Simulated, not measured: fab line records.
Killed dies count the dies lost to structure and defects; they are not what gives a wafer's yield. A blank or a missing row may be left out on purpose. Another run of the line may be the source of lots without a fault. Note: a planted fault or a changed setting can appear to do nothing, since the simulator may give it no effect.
Which tool was responsible? + flow sky130 + 6 lots (18 wafers sampled), 1 step of a 708-step route

WHAT THE GAUGES SHOWED, per wafer
SKY_VT_ADJUST_NCORE_OVL_MEAS_08.
| lot  | measured     | on         | VT_ADJUST_NCORE_OVL (nm) |
|------|--------------|------------|--------------------------|
| L704 | day 9 02:14  | overlay-02 | 1.7 0.4 -1.4             |
| L708 | day 10 03:37 | overlay-02 | -0.7 -1.6 -0.2           |
| L711 | day 11 08:17 | overlay-01 | -1.4 0.3 -0.8            |
| L713 | day 11 20:06 | overlay-01 | -1.2 -2.6 -1.8           |
| L722 | day 14 13:26 | overlay-01 | 0.1 -1.0 -1.3            |
| L725 | day 15 12:39 | overlay-02 | -1.2 -0.7 -0.3           |

WHICH TOOL RAN EACH LOT (tool, then ch and the chambers of the sampled wafers, then the start)
No process step before these readings appears in the record.

THE ANSWER, worked out from the rows above alone
Rule: the usual values come from the lots themselves. Put in order of their means at a reading, lots are off if they are a third of the lots or fewer, leave a main group of 4 or more, and stand apart from it by a gap of 3 or more times the standard deviation of the main group's means; of several such gaps the widest counts. The tables above print the reading to a certain number of digits; a main group whose means all agree to those digits is not used. A lot without any number at a reading at which 4 lots or more have one is off too. Where the step has rows for the other lots, those lots are counted as sound.
No lot is off at any reading shown: from this, nothing can be told.

WHAT THE SIMULATOR HAD PUT IN
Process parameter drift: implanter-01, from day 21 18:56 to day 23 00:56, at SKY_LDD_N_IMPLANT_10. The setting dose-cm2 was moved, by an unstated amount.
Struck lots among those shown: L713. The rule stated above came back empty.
